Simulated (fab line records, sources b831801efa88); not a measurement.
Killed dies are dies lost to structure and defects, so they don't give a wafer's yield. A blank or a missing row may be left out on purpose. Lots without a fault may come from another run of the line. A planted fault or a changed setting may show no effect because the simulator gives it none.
fab line records | flow sky130
record lots=6 wafers=18 last_day=50
route steps=708 shown VIA1@467 METAL2@483 PAD_OPEN@708
lots that met no fault: from a run of the same line without faults
start_h: hours from the record's first day to the start of the lot's first wafer shown | wait_h: hours since the lot's step before | " the same as in the row above | L1.1+2: a row that stands for several wafers | - no value, or no start given | * or withheld: withheld | < > ~ a bound
route shown NAME@n: a module of which the file shows steps, and the number in the route of the first | usual: mean/standard deviation of fault-free wafers | same: alike in all rows | chamber/n: place in a boat | sites: the reading at each site | _std_site: their standard deviation | _edge_site: outer sites' mean less inner sites' | radius_mm: how far each site lies from the wafer's centre | mask NAME#n: copy n | behind: the tool/chamber that last shaped the wafer | hold: why the lot was held/for how many hours/how that ended | device: the transistor (n, p or np) that didn't switch | end of line: the same wafers' tests at the end of the route | a step without rows: its recipe alone | killed: dies lost to structure and defects at the first sort, not the wafer's yield | map: a wafer's dies, x killed, . not, _ none there
set.NAME: the setting as run; set.NAME@STEP: as run at that earlier step | model.NAME: the simulator's own value behind a step, which no gauge read
lots at some steps of the route; a table a step, a row a wafer
services: from which hour (start_h, from the record's first day; less than 0 if before it) a tool's chamber was out of use, for how many hours, and why
## steps
# step SKY_VIA1_EXPOSE_09
# recipe mask_id=VIM na=0.8 source_shape=annular sigma_inner=0.55 sigma_outer=0.85 target_cd_nm=150 dose_mj=38
# step SKY_VIA1_PEB_10
# recipe peb_temp_c=withheld peb_time_s=withheld resist=KrF-thick
# step SKY_VIA1_DEVELOP_11
# recipe develop_time_s=60 resist=KrF-thick dev_temp_c=21
# step SKY_VIA1_CD_MEAS_12
# recipe target_cd_nm=150
# usual cd_nm=150.0/1.4
# columns lot.wafer tool chamber start_h wait_h cd_nm
L310.3 cd_sem-01 - 802.72 - 152.0
L310.4 " - " " 152.2
L310.5 " - " " 152.5
L314.2 cd_sem-01 - 843.10 - 148.9
L314.4 " - " " 149.4
L314.5 " - " " 151.0
L316.1 cd_sem-01 - 845.88 - 150.2
L316.5 " - " " 149.7
L316.6 " - " " 150.9
L324.1 cd_sem-02 - 919.58 - 151.1
L324.3 " - " " 150.0
L324.4 " - " " 151.3
L329.1 cd_sem-01 - 944.17 - 150.4
L329.2 " - " " 150.8
L329.5 " - " " 151.2
L331.1 cd_sem-02 - 961.23 - 150.3
L331.3 " - " " 149.0
L331.5 " - " " 149.0
# step SKY_VIA1_OVL_MEAS_13
# usual VIA1_OVL=3/5.6
# columns lot.wafer tool chamber start_h wait_h VIA1_OVL[nm]
L310.3 overlay-02 - 802.81 0.1 -5
L310.4 " - " " 0
L310.5 " - " " -5
L314.2 overlay-02 - 843.20 0.1 5
L314.4 " - " " 10
L314.5 " - " " 5
L316.1 overlay-01 - 846.00 0.1 11
L316.5 " - " " 10
L316.6 " - " " 7
L324.1 overlay-02 - 919.70 0.1 8
L324.3 " - " " 9
L324.4 " - " " -1
L329.1 overlay-01 - 944.29 0.1 -12
L329.2 " - " " -5
L329.5 " - " " -9
L331.1 overlay-01 - 961.35 0.1 6
L331.3 " - " " 6
L331.5 " - " " 6
# step SKY_VIA1_ETCH_14
# recipe chemistry=N2/H2 target=BARC ion_energy_ev=205.7 source_w=500 bias_w=100 pressure_mtorr=30 n2_flow_sccm=100 h2_flow_sccm=200 stop_on=SiO2 time_s=45.9 target_depth_a=600
# usual drypump_motor_current_A=5.9/0.47 oes_product_au=0.855/0.0045 throttle_valve_pct=13.225/0.0087
# same time_s=45.9
# columns lot.wafer tool chamber start_h wait_h drypump_motor_current_A oes_product_au rf_hours_counter_h throttle_valve_pct
L310.3 rie_diel-04 1 802.83 0.0 6.0 0.854 18 13.234
L310.4 " 0 " " 6.1 0.853 - 13.222
L310.5 " 1 " " 6.0 0.854 - 13.218
L314.2 rie_diel-01 1 843.23 0.0 5.4 0.857 8 13.234
L314.4 " 0 " " 5.9 0.849 4 13.241
L314.5 " 0 " " 5.9 0.856 - 13.231
L316.1 rie_diel-01 1 846.03 0.0 5.4 0.844 8 13.230
L316.5 " 2 " " 5.0 0.858 - 13.233
L316.6 " 1 " " 5.4 0.848 - 13.213
L324.1 rie_diel-04 0 919.73 0.0 6.2 0.860 4 13.215
L324.3 " 3 " " 6.0 0.848 14 13.225
L324.4 " 2 " " 5.8 0.845 2 13.230
L329.1 rie_diel-03 2 944.32 0.0 5.4 0.851 11 13.236
L329.2 " 3 " " 6.7 0.853 6 13.234
L329.5 " 3 " " 6.7 0.845 - 13.226
L331.1 rie_diel-04 2 961.38 0.0 5.8 0.855 4 13.219
L331.3 " 0 " " 6.1 0.856 5 13.230
L331.5 " 3 " " 6.0 0.856 - 13.214
# step SKY_VIA1_ETCH_15
# recipe target=SiO2 chemistry=C4F8/O2/Ar target_depth_nm=351 stop_on=TiN mask_material=KrF-thick source_w=1500 bias_w=1200 pressure_mtorr=40 c4f8_flow_sccm=withheld O2_flow_sccm=6 Ar_flow_sccm=300 time_s=54
# usual oes_product_au=0.983/0.006
# same time_s=54
# columns lot.wafer tool chamber start_h wait_h oes_product_au rf_hours_counter_h
L310.3 rie_diel-04 1 802.87 0.0 0.974 18
L310.4 " 0 " " 0.994 -
L310.5 " 1 " " 0.980 -
L314.2 rie_diel-01 1 843.28 0.0 0.988 8
L314.4 " 0 " " 0.986 4
L314.5 " 0 " " 0.982 -
L316.1 rie_diel-01 1 846.08 0.0 0.980 9
L316.5 " 2 " " 0.980 -
L316.6 " 1 " " 0.993 -
L324.1 rie_diel-04 0 919.78 0.0 0.993 4
L324.3 " 3 " " 0.979 14
L324.4 " 2 " " 0.989 2
L329.1 rie_diel-03 2 944.37 0.0 0.982 11
L329.2 " 3 " " 0.998 6
L329.5 " 3 " " 0.983 -
L331.1 rie_diel-04 2 961.43 0.0 0.989 4
L331.3 " 0 " " 0.989 5
L331.5 " 3 " " 0.982 -
# step SKY_VIA1_STRIP_16
# recipe chemistry=O2/N2 power_w=1400 pressure_mtorr=1500 platen_temp_c=withheld o2_flow_sccm=3000 n2_flow_sccm=300 overash_fraction=0.5
# usual drypump_motor_current_A=5.6/0.33 oes_product_au=0.414/0.0045 strip_time_to_endpoint_s=4.440/0.026
# columns lot.wafer tool chamber start_h wait_h drypump_motor_current_A oes_product_au rf_hours_counter_h strip_time_to_endpoint_s
L310.3 plasma_asher-02 0 802.95 0.1 5.1 0.418 - 4.480
L310.4 " 1 " " 5.9 0.412 - 4.430
L310.5 " 1 " " 5.9 0.413 - 4.485
L314.2 plasma_asher-03 1 843.32 0.0 6.1 0.411 71 4.424
L314.4 " 0 " " 5.7 0.412 - 4.421
L314.5 " 0 " " 5.7 0.417 - 4.422
L316.1 plasma_asher-03 1 846.12 0.0 6.1 0.421 71 4.443
L316.5 " 0 " " 5.7 0.417 - 4.429
L316.6 " 1 " " 6.0 0.417 - 4.435
L324.1 plasma_asher-01 0 919.82 0.0 5.6 0.410 47 4.409
L324.3 " 1 " " 5.2 0.419 - 4.462
L324.4 " 0 " " 5.6 0.412 - 4.402
L329.1 plasma_asher-03 1 944.41 0.0 6.1 0.415 81 4.455
L329.2 " 0 " " 5.7 0.417 81 4.393
L329.5 " 0 " " 5.7 0.413 - 4.387
L331.1 plasma_asher-02 0 961.47 0.0 5.1 0.418 22 4.387
L331.3 " 1 " " 5.9 0.414 - 4.379
L331.5 " 1 " " 5.9 0.419 - 4.450
# step SKY_VIA1_STRIP_17
# recipe chemistry=post_etch_residue_remover time_s=1200 temp_c=72.5
# step SKY_VIA1_CLEAN_18
# recipe chemistry=IPA time_s=180 temp_c=25
# step SKY_VIA1_CLEAN_19
# recipe chemistry=O3/DIW dry=n2_spin
# step SKY_VIA1_SPUTTER_20
# recipe material=TiN target_thk_nm=20 chamber_pressure_pa=5 power_w=4000 time_s=80
# usual throttle_valve_pct=29.7/0.75
# same time_s=80
# columns lot.wafer tool chamber start_h wait_h throttle_valve_pct
L310.3 pvd_sputter-04 - 803.59 0.0 29.3
L310.4 " - " " 29.1
L310.5 " - " " 29.3
L314.2 pvd_sputter-01 - 843.91 0.0 29.0
L314.4 " - " " 31.0
L314.5 " - " " 29.7
L316.1 pvd_sputter-01 - 846.71 0.0 30.9
L316.5 " - " " 29.7
L316.6 " - " " 31.0
L324.1 pvd_sputter-01 - 920.41 0.0 29.2
L324.3 " - " " 31.0
L324.4 " - " " 29.9
L329.1 pvd_sputter-04 - 945.01 0.0 29.6
L329.2 " - " " 29.1
L329.5 " - " " 28.4
L331.1 pvd_sputter-01 - 962.21 0.0 29.4
L331.3 " - " " 28.9
L331.5 " - " " 29.7
# step SKY_VIA1_CVD_21
# recipe material=W target_thk_nm=270 time_s=80.902 temp_c=400 pressure_torr=40
# usual heater_power_w=797/35
# columns lot.wafer tool chamber start_h wait_h heater_power_w model.W_of_VIA1_CVD_21.thk_nm
L310.3 cvd_w-01 1 803.68 0.1 786 272.3
L310.4 " 0 " " 751 270
L310.5 " 1 " " 799 275.5
L314.2 cvd_w-01 0 843.97 0.0 745 462.9
L314.4 " 0 " " 727 464.7
L314.5 " 0 " " 744 465.6
L316.1 cvd_w-01 0 846.77 0.0 732 463.7
L316.5 " 0 " " 754 464.2
L316.6 " 1 " " 786 461.9
L324.1 cvd_w-02 0 920.48 0.0 828 273.1
L324.3 " 0 " " 823 276.9
L324.4 " 1 " " 835 273.9
L329.1 cvd_w-02 0 945.07 0.0 812 271
L329.2 " 1 " " 822 277.5
L329.5 " 0 " " 829 273.7
L331.1 cvd_w-02 0 962.27 0.0 856 270
L331.3 " 1 " " 814 275.2
L331.5 " 0 " " 832 271.8
# step SKY_VIA1_RS_MEAS_22
# recipe thk_meas_gauge=four-point-probe reads=W_of_VIA1_CVD_21+TiN_of_VIA1_SPUTTER_20
# usual VIA1_W_RS=0.423/0.006
# columns lot.wafer tool chamber start_h wait_h VIA1_W_RS[ohm/sq]
L310.3 film_metro-04 - 803.79 0.1 0.424
L310.4 " - " " 0.428
L310.5 " - " " 0.418
L314.2 film_metro-03 - 844.09 0.1 0.246
L314.4 " - " " 0.245
L314.5 " - " " 0.245
L316.1 film_metro-01 - 846.87 0.1 0.247
L316.5 " - " " 0.247
L316.6 " - " " 0.248
L324.1 film_metro-01 - 920.57 0.1 0.422
L324.3 " - " " 0.416
L324.4 " - " " 0.421
L329.1 film_metro-04 - 945.17 0.1 0.425
L329.2 " - " " 0.415
L329.5 " - " " 0.421
L331.1 film_metro-04 - 962.36 0.1 0.427
L331.3 " - " " 0.419
L331.5 " - " " 0.423
# step SKY_VIA1_THK_MEAS_23
# recipe thk_meas_gauge=xrf reads=W_of_VIA1_CVD_21
# usual VIA1_W_THK=269/4.4
# columns lot.wafer tool chamber start_h wait_h VIA1_W_THK[nm]
L310.3 film_metro-04 - 803.89 0.1 267
L310.4 " - " " 266
L310.5 " - " " 271
L314.2 film_metro-03 - 844.20 0.1 454
L314.4 " - " " 460
L314.5 " - " " 457
L316.1 film_metro-01 - 846.99 0.1 462
L316.5 " - " " 459
L316.6 " - " " 454
L324.1 film_metro-01 - 920.69 0.1 268
L324.3 " - " " 275
L324.4 " - " " 270
L329.1 film_metro-04 - 945.29 0.1 268
L329.2 " - " " 273
L329.5 " - " " 270
L331.1 film_metro-04 - 962.48 0.1 268
L331.3 " - " " 274
L331.5 " - " " 271
# step SKY_VIA1_CMP_24
# recipe stop_on=SiO2 t_overpolish_s=15 down_force_psi=3.5 platen_rpm=60 target_thk_nm=0 pad_velocity_m_s=0.94248
# usual edge_zone_pressure_frac=1.001/0.0045 motor_current_A=11.5/1.1 time_to_endpoint_s=67/3.8
# columns lot.wafer tool chamber start_h wait_h edge_zone_pressure_frac motor_current_A time_to_endpoint_s
L310.3 cmp-02 1 803.93 0.0 1.000 13.2 63
L310.4 " 2 " " 0.993 11.9 68
L310.5 " 2 " " 1.004 12.1 68
L314.2 cmp-01 1 844.38 0.2 1.007 10.1 116
L314.4 " 2 " " 1.003 10.5 117
L314.5 " 0 " " 1.009 11.8 117
L316.1 cmp-01 2 847.10 0.1 1.008 10.6 118
L316.5 " 1 " " 1.003 10.7 111
L316.6 " 2 " " 1.002 10.6 113
L324.3 cmp-02 1 920.75 0.0 1.001 13.0 62
L324.4 " 2 " " 1.011 11.9 68
L324.1 " 0 " " 1.004 10.3 66
L329.2 cmp-02 0 945.35 0.0 1.007 9.8 65
L329.1 " 2 " " 1.006 12.6 64
L329.5 " 0 " " 0.997 10.3 62
L331.3 cmp-01 0 962.59 0.1 1.004 11.8 67
L331.1 " 2 " " 1.004 10.4 65
L331.5 " 0 " " 1.001 11.9 69
# step SKY_METAL2_SPUTTER_00
# recipe material=Ti target_thk_nm=15 power_w=3000 time_s=10 chamber_pressure_pa=0.4
# usual throttle_valve_pct=29.6/0.71
# same time_s=10
# columns lot.wafer tool chamber start_h wait_h throttle_valve_pct
L310.3 pvd_sputter-04 - 804.23 0.2 29.0
L310.4 " - " " 29.4
L310.5 " - " " 29.0
L314.2 pvd_sputter-03 - 844.63 0.2 30.6
L314.4 " - " " 30.8
L314.5 " - " " 30.2
L316.1 pvd_sputter-04 - 847.35 0.2 28.5
L316.5 " - " " 29.5
L316.6 " - " " 28.5
L324.1 pvd_sputter-04 - 921.05 0.1 29.5
L324.3 " - " " 29.7
L324.4 " - " " 29.5
L329.1 pvd_sputter-03 - 945.65 0.1 30.8
L329.2 " - " " 29.3
L329.5 " - " " 30.2
L331.1 pvd_sputter-04 - 962.84 0.1 28.5
L331.3 " - " " 29.7
L331.5 " - " " 29.6
# step SKY_PAD_OPEN_PROBE_99
# usual defect_limited_yield=82.3/2.1 killed_at_M0_to_M3=44/7.3 killed_at_M4_up=3.3/1.8 killed_at_contacts=24/5.3 killed_at_front_end=16/5 killed_at_other=0.2/0.51 killed_dies=87/10 killed_open=47/7.5 killed_short=40/6.3 sort_bin_3_pad_short=0.9/0.41 sort_bin_5_function=10.5/1.6 sort_bin_6_memory=6.3/1.2 sort_n_pass=405/10 sort_yield_pct=82.3/2.1
# same gross_dies=492 killed_at_back_side=0 sort_bin_4_leakage[%]=0 sort_bin_8_speed[%]=0
# columns lot.wafer tool chamber start_h wait_h defect_limited_yield[%] killed_at_M0_to_M3 killed_at_M4_up killed_at_contacts killed_at_front_end killed_at_other killed_dies killed_open killed_short sort_bin_3_pad_short[%] sort_bin_5_function[%] sort_bin_6_memory[%] sort_n_pass sort_yield_pct[%]
L310.3 prober-01 - 1089.94 0.2 83.7 44 5 17 12 2 80 45 35 1.0 10.2 5.1 412 83.7
L310.4 prober-01 - 1089.99 0.2 83.9 43 4 19 12 1 79 38 41 0 11.4 4.7 413 83.9
L310.5 prober-01 - 1090.04 0.2 79.1 51 8 31 13 0 103 52 51 0.6 10.2 10.2 389 79.1
L314.2 prober-01 - 1119.40 0.1 82.3 41 3 21 22 0 87 46 41 1.0 9.6 7.1 405 82.3
L314.4 prober-01 - 1119.50 0.2 87.6 34 4 15 8 0 61 37 24 0.4 6.7 5.3 431 87.6
L314.5 prober-01 - 1119.55 0.2 81.7 43 7 28 12 0 90 42 48 1.2 10.0 7.1 402 81.7
L316.1 prober-02 - 1120.40 0.1 84.8 28 2 24 20 1 75 39 36 0.8 10.2 4.3 417 84.8
L316.5 prober-02 - 1120.60 0.2 82.5 31 1 28 25 1 86 45 41 1.2 10.6 5.7 406 82.5
L316.6 prober-02 - 1120.65 0.2 80.5 34 5 28 29 0 96 57 39 0.8 11.0 7.7 396 80.5
L324.1 prober-01 - 1175.22 0.1 84.8 36 5 22 12 0 75 32 43 0.4 10.4 4.5 417 84.8
L324.3 prober-01 - 1175.32 0.2 82.9 47 7 21 9 0 84 43 41 0.6 11.2 5.3 408 82.9
L324.4 prober-01 - 1175.37 0.2 82.5 48 2 26 10 0 86 52 34 0.4 11.0 6.1 406 82.5
L329.1 prober-02 - 1194.61 0.1 85.0 37 1 22 14 0 74 46 28 0.8 8.7 5.5 418 85.0
L329.2 prober-02 - 1194.66 0.1 79.7 44 2 30 24 0 100 53 47 1.0 11.4 7.9 392 79.7
L329.5 prober-02 - 1194.81 0.2 82.7 38 3 26 18 0 85 54 31 0.6 10.8 5.9 407 82.7
L331.1 prober-02 - 1200.56 0.1 78.3 57 4 24 22 0 107 56 51 0.2 15.2 6.3 385 78.3
L331.3 prober-02 - 1200.66 0.2 80.9 56 3 20 15 0 94 46 48 1.2 11.8 6.1 398 80.9
L331.5 prober-02 - 1200.76 0.2 76.0 66 4 28 20 0 118 62 56 1.8 11.6 10.6 374 76.0
# killed by level:class
L310.3 CONTACT:geometric_particle:open=9 VIA1:geometric_particle:open=9 VIA3:geometric_particle:open=8 VIA1:geometric_particle:short=7 FIELD_ISO:geometric_particle:open=5 METAL3:geometric_particle:short=5 FIELD_ISO:geometric_particle:short=4 CONTACT:geometric_particle:short=3
L310.4 CONTACT:geometric_particle:open=10 VIA2:geometric_particle:open=8 METAL2:geometric_particle:short=6 METAL1:geometric_particle:short=6 CONTACT:geometric_particle:short=5 VIA1:geometric_particle:short=5 VIA2:geometric_particle:short=5 LI_CONTACT:geometric_particle:open=4
L310.5 VIA1:geometric_particle:open=13 VIA2:geometric_particle:open=10 CONTACT:geometric_particle:open=9 LI_CONTACT:geometric_particle:open=7 CONTACT:geometric_particle:short=7 VIA3:geometric_particle:open=7 METAL4:geometric_particle:short=6 METAL2:geometric_particle:short=6
L314.2 VIA1:geometric_particle:open=12 POLY_GATE:geometric_particle:short=8 VIA3:geometric_particle:open=8 METAL2:geometric_particle:short=7 LI_CONTACT:geometric_particle:open=6 CONTACT:geometric_particle:open=6 FIELD_ISO:geometric_particle:open=4 CONTACT:geometric_particle:short=4
L314.4 VIA1:geometric_particle:open=10 VIA3:geometric_particle:open=8 CONTACT:geometric_particle:open=5 METAL2:geometric_particle:short=5 FIELD_ISO:geometric_particle:short=4 LI_CONTACT:geometric_particle:open=4 CONTACT:geometric_particle:short=4 METAL1:geometric_particle:short=3
L314.5 CONTACT:geometric_particle:open=10 LI_CONTACT:geometric_particle:open=7 VIA1:geometric_particle:short=7 METAL1:geometric_particle:short=6 VIA1:geometric_particle:open=6 METAL2:geometric_particle:short=6 VIA2:geometric_particle:open=6 POLY_GATE:geometric_particle:short=5
L316.1 CONTACT:geometric_particle:open=9 FIELD_ISO:geometric_particle:short=8 VIA1:geometric_particle:open=8 LI_CONTACT:geometric_particle:open=6 VIA1:geometric_particle:short=5 FIELD_ISO:geometric_particle:open=4 LOCAL_INTERCONNECT:geometric_particle:short=4 VIA2:geometric_particle:open=4
L316.5 CONTACT:geometric_particle:open=10 FIELD_ISO:geometric_particle:short=7 LOCAL_INTERCONNECT:geometric_particle:short=7 VIA2:geometric_particle:open=7 VIA1:geometric_particle:open=6 FIELD_ISO:geometric_particle:open=5 METAL2:geometric_particle:short=5 VIA3:geometric_particle:open=5
L316.6 CONTACT:geometric_particle:open=15 VIA1:geometric_particle:open=11 FIELD_ISO:geometric_particle:open=9 FIELD_ISO:geometric_particle:short=8 POLY_GATE:geometric_particle:short=5 VIA3:geometric_particle:open=5 LI_CONTACT:geometric_particle:open=4 VIA1:geometric_particle:short=4
L324.1 METAL2:geometric_particle:short=10 CONTACT:geometric_particle:short=7 METAL1:geometric_particle:short=7 CONTACT:geometric_particle:open=6 LI_CONTACT:geometric_particle:open=5 VIA2:geometric_particle:open=5 VIA3:geometric_particle:open=5 FIELD_ISO:geometric_particle:short=3
L324.3 VIA1:geometric_particle:open=11 METAL1:geometric_particle:short=9 LI_CONTACT:geometric_particle:open=8 CONTACT:geometric_particle:open=8 VIA1:geometric_particle:short=7 VIA3:geometric_particle:open=7 METAL4:geometric_particle:short=5 FIELD_ISO:geometric_particle:short=4
L324.4 VIA1:geometric_particle:open=10 VIA3:geometric_particle:open=10 LI_CONTACT:geometric_particle:open=9 VIA1:geometric_particle:short=9 VIA2:geometric_particle:open=7 CONTACT:geometric_particle:open=5 POLY_GATE:geometric_particle:open=4 LI_CONTACT:geometric_particle:short=3
L329.1 CONTACT:geometric_particle:open=14 VIA1:geometric_particle:open=12 FIELD_ISO:geometric_particle:open=9 VIA2:geometric_particle:open=5 CONTACT:geometric_particle:short=4 METAL1:geometric_particle:short=4 METAL2:geometric_particle:short=4 VIA3:geometric_particle:open=3
L329.2 CONTACT:geometric_particle:open=10 VIA1:geometric_particle:short=8 LI_CONTACT:geometric_particle:open=8 POLY_GATE:geometric_particle:open=7 VIA1:geometric_particle:open=7 VIA3:geometric_particle:open=7 METAL2:geometric_particle:short=6 FIELD_ISO:geometric_particle:short=5
L329.5 VIA1:geometric_particle:open=14 CONTACT:geometric_particle:open=13 VIA2:geometric_particle:open=9 POLY_GATE:geometric_particle:open=7 METAL2:geometric_particle:short=7 FIELD_ISO:geometric_particle:short=5 LI_CONTACT:geometric_particle:open=4 LOCAL_INTERCONNECT:geometric_particle:short=4
L331.1 VIA1:geometric_particle:open=10 VIA2:geometric_particle:open=9 CONTACT:geometric_particle:open=8 VIA1:geometric_particle:short=7 METAL2:geometric_particle:short=7 VIA3:geometric_particle:open=7 FIELD_ISO:geometric_particle:short=6 LI_CONTACT:geometric_particle:open=6
L331.3 VIA1:geometric_particle:open=10 FIELD_ISO:geometric_particle:short=9 VIA1:geometric_particle:short=9 VIA3:geometric_particle:open=9 VIA2:geometric_particle:open=8 CONTACT:geometric_particle:open=7 VIA2:geometric_particle:short=7 METAL2:geometric_particle:short=5
L331.5 VIA1:geometric_particle:open=15 METAL2:geometric_particle:short=13 METAL1:geometric_particle:short=9 VIA2:geometric_particle:open=9 LI_CONTACT:geometric_particle:open=7 CONTACT:geometric_particle:open=7 CONTACT:geometric_particle:short=7 VIA3:geometric_particle:open=6
## services
# columns tool chamber start_h hours kind
rie_diel-01 1 799.10 2.4 repair
cmp-01 - 805.76 1.3 repair
rie_diel-04 0 828.41 6.8 repair
cmp-02 - 832.83 4.5 repair
cmp-02 - 837.77 9.1 pm
rie_diel-03 1 840.54 5.0 repair
rie_diel-04 - 842.36 15.6 pm
cvd_w-01 1 848.64 2.8 repair
cvd_w-02 - 849.73 6.9 pm
cmp-01 - 857.19 9.5 pm
rie_diel-01 0 873.29 3.9 repair
rie_diel-04 2 877.99 6.4 repair
cvd_w-02 - 885.24 2.8 pm
cvd_w-01 - 904.00 14.0 pm
pvd_sputter-03 - 907.85 36.5 repair
rie_diel-01 - 912.95 0.8 repair
cmp-01 - 914.30 7.6 pm
cvd_w-02 - 916.70 1.4 repair
cmp-01 - 921.89 4.0 pm
plasma_asher-03 - 928.35 1.0 repair
cmp-02 - 931.82 4.7 repair
cvd_w-01 - 932.55 1.4 repair
plasma_asher-03 - 934.25 2.8 pm
rie_diel-01 2 952.14 4.3 repair
## key
first_sign step=SKY_VIA1_RS_MEAS_22 reading=VIA1_W_RS direction=down sigmas=29 usual=0.423 struck=0.246
effect step=SKY_VIA1_THK_MEAS_23 reading=VIA1_W_THK direction=up sigmas=42 usual=269 struck=458
effect step=SKY_VIA1_CMP_24 reading=time_to_endpoint_s direction=up sigmas=12 usual=* struck=*
model_effect step=SKY_VIA1_CVD_21 value=W_of_VIA1_CVD_21.thk_nm without=270.9 struck=463.8
met_at SKY_VIA1_CVD_21
struck_wafers L314.2,L314.4,L314.5,L316.1,L316.5,L316.6
onset_between 803.68 843.97
also_fits SKY_VIA1_ETCH_14:rie_diel-01,SKY_VIA1_ETCH_15:rie_diel-01
fault kind=process_parameter_drift tool=cvd_w-01 chamber=- onset_h=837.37 steps=SKY_VIA1_CVD_21 channel=target_thk_nm offset=192.91 shape=step end_h=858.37 acts_in=these_recipes_only stated=270
